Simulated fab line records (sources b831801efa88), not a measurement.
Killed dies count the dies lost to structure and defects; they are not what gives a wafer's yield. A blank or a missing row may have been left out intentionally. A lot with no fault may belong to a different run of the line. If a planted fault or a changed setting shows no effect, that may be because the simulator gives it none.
Comparing a struck lot with a sound one	flow sfq line	37 out of 325 route steps
Sound: wafers L972.1, L972.2, L972.4. Struck: wafer L984.5 (left out: L984.1, L984.3 of the same lot, which were not struck); the cause appears at the end.
Order at every step that has rows: each side's tool, ch and its chambers, its first start. Under that, the readings that differ: sound wafers	struck wafers	difference of the means	sigmas: that difference in standard deviations of wafers without a fault.
alike: readings with means less than 2 such deviations apart, plus words and numbers identical on both sides. not compared: withheld readings, readings lacking a value on some wafer, bounds such as >300 that could conceal the same value, and numbers that have no deviation in the record and whose values overlap.
A row with sigmas, a row that says differs or no value, or rows on one side alone: a step with any of these is where the two part. When numbers do not overlap yet have no deviation, they are printed without sigmas and do not part them. A reading missing from all wafers of one side parts the sides only when that side holds two or more wafers.

SFQ_R5_THK_MEAS_934: measures by xrf.
  sound on film metro-03 at day 51 16:09; struck on film metro-02 at day 54 21:58
  alike: R5_MONX_THK
then, 6 steps without rows for these wafers: SFQ_TRILAYER_R5_LITHO_COAT_141 (resist thk 62 nm); SFQ_TRILAYER_R5_LITHO_COAT_136 (resist thk 600 nm); SFQ_TRILAYER_R5_LITHO_SOFTBAKE_140; SFQ_TRILAYER_R5_LITHO_EXPOSE_137 (exposes mask R5, target cd 500 nm); SFQ_TRILAYER_R5_LITHO_PEB_139 (peb time 60 s); SFQ_TRILAYER_R5_LITHO_DEVELOP_138 (time 60 s).
-- the record jumps here: 2 days lie between the struck wafers' starts before and after --
SFQ_R5_OVL_MEAS_935:
  sound on overlay-01 at day 53 20:16; struck on overlay-01 at day 57 08:34
  alike: R5_OVL
then, 1 step without rows for these wafers: SFQ_TRILAYER_R5_BARC_OPEN_METAL_ETCH_177 (etches BARC in O2, target depth 125 nm, time 41.7 s).
SFQ_TRILAYER_R5_ETCH_METAL_ETCH_139: etches the open film in Cl2, stops on SiO2, target depth 60 nm, time 40 s.
  sound on rie metal-02 ch 0,1, day 53 20:22; struck on rie metal-01 ch 0, day 57 08:40
reading	sound	struck	difference	sigmas
drypump motor current A (A)	5.57 5.78 5.56	6.20	+0.56	+2
  alike: oes product au
  not compared: rf hours counter h
SFQ_TRILAYER_R5_STRIP_STRIP_140: strips in O2.
  sound on rie metal-02 ch 0,1, day 53 20:25; struck on rie metal-01 ch 0, day 57 08:43
reading	sound	struck	difference	sigmas
drypump motor current A (A)	5.55 5.70 5.57	6.25	+0.64	+2
  alike: oes product au
  not compared: rf hours counter h
then, 1 step without rows for these wafers: SFQ_TRILAYER_R5_STRIP_SOLV_CLEAN_141 (cleans in NMP, time 600 s).
SFQ_TRILAYER_A5C_DEP_PECVD_142: deposits SiO2 from SiH4/N2O, time 15.556 s, target thk 70 nm.
  sound on pecvd-04 ch 1,2, day 53 21:11; struck on pecvd-04 ch 1, day 57 09:29
reading	sound	struck	difference	sigmas
model.SiO2_of_TRILAYER_A5C_DEP_PECVD_142.thk nm (nm)	69.76 70.39 71.17	101.3	+30.9	
  alike: heater power w, throttle valve pct
then, 6 steps without rows for these wafers: SFQ_TRILAYER_I5_LITHO_COAT_149 (resist thk 62 nm); SFQ_TRILAYER_I5_LITHO_COAT_144 (resist thk 650 nm); SFQ_TRILAYER_I5_LITHO_SOFTBAKE_148; SFQ_TRILAYER_I5_LITHO_EXPOSE_145 (exposes mask I5, target cd 700 nm); SFQ_TRILAYER_I5_LITHO_PEB_147 (peb time 60 s); SFQ_TRILAYER_I5_LITHO_DEVELOP_146 (time 60 s).
SFQ_I5_OVL_MEAS_936:
  sound on overlay-01 at day 55 17:37; struck on overlay-01 at day 58 11:25
  alike: I5_OVL
then, 2 steps without rows for these wafers: SFQ_TRILAYER_I5_BARC_OPEN_VIA_ETCH_200 (etches BARC in O2, target depth 125 nm, time 41.7 s); SFQ_TRILAYER_I5_ETCH_VIA_ETCH_147 (etches the open film in CHF3, stops on Nb, target depth 360 nm).
SFQ_TRILAYER_I5_STRIP_STRIP_148: strips in O2.
  sound on rie metal-03 ch 0,1, day 55 17:51; struck on rie metal-02 ch 1, day 58 11:39
  alike: drypump motor current A, oes product au
  not compared: rf hours counter h
then, 7 steps without rows for these wafers: SFQ_TRILAYER_I5_STRIP_SOLV_CLEAN_149 (cleans in NMP, time 600 s); SFQ_TRILAYER_C5_LITHO_COAT_156 (resist thk 62 nm); SFQ_TRILAYER_C5_LITHO_COAT_151 (resist thk 650 nm); SFQ_TRILAYER_C5_LITHO_SOFTBAKE_155; SFQ_TRILAYER_C5_LITHO_EXPOSE_152 (exposes mask C5, target cd 500 nm); SFQ_TRILAYER_C5_LITHO_PEB_154 (peb time 60 s); SFQ_TRILAYER_C5_LITHO_DEVELOP_153 (time 60 s).
-- the record jumps here: 3 days lie between the struck wafers' starts before and after --
SFQ_C5_OVL_MEAS_937:
  sound on overlay-02 at day 58 11:22; struck on overlay-02 at day 61 15:31
  alike: C5_OVL
SFQ_TRILAYER_C5_BARC_OPEN_VIA_ETCH_210: etches BARC in O2, target depth 125 nm, time 41.7 s.
  sound on rie diel-01 ch 0,1,2, day 58 11:24; struck on rie diel-02 ch 1, day 61 15:33
  alike: drypump motor current A, oes product au
  not compared: rf hours counter h
SFQ_TRILAYER_C5_ETCH_VIA_ETCH_154: etches SiO2 in CHF3, stops on Nb, target depth 84 nm.
  sound on rie diel-01 ch 0,1,2, day 58 11:26; struck on rie diel-02 ch 1, day 61 15:35
reading	sound	struck	difference	sigmas
oes product au (a.u.)	0.894 0.902 0.902	1.021	+0.122	+13
model.C5.feature depth nm (nm)	69.76 70.39 71.17	86.38	+15.94	
model.etch.depth nm (nm)	69.76 70.39 71.17	86.38	+15.94	
  alike: drypump motor current A
then, 2 steps without rows for these wafers: SFQ_TRILAYER_C5_STRIP_STRIP_155 (strips in O2); SFQ_TRILAYER_C5_STRIP_SOLV_CLEAN_156 (cleans in NMP, time 600 s).
SFQ_TRILAYER_M6_DEP_PRE_CLEAN_158: time 22.5 s.
  sound on pvd sputter-06 at day 58 12:28; struck on pvd sputter-06 at day 61 17:01
reading	sound	struck	difference	sigmas
model.SiO2_of_TRILAYER_A5C_DEP_PECVD_142.thk nm (nm)	62.26 62.89 63.67	93.76	+30.82	
SFQ_TRILAYER_M6_DEP_SPUTTER_157: material Nb, target thk 200 nm, time 133.3 s.
  sound on pvd sputter-06 at day 58 12:30; struck on pvd sputter-06 at day 61 17:02
  alike: throttle valve pct

## WHERE THEY PART
At SFQ_TRILAYER_R5_ETCH_METAL_ETCH_139 first; at SFQ_TRILAYER_C5_ETCH_VIA_ETCH_154 last (within this record only). Later steps at which nothing parts them and some readings are alike: SFQ_TRILAYER_M6_DEP_SPUTTER_157.

WHY: what had been put in by the simulator
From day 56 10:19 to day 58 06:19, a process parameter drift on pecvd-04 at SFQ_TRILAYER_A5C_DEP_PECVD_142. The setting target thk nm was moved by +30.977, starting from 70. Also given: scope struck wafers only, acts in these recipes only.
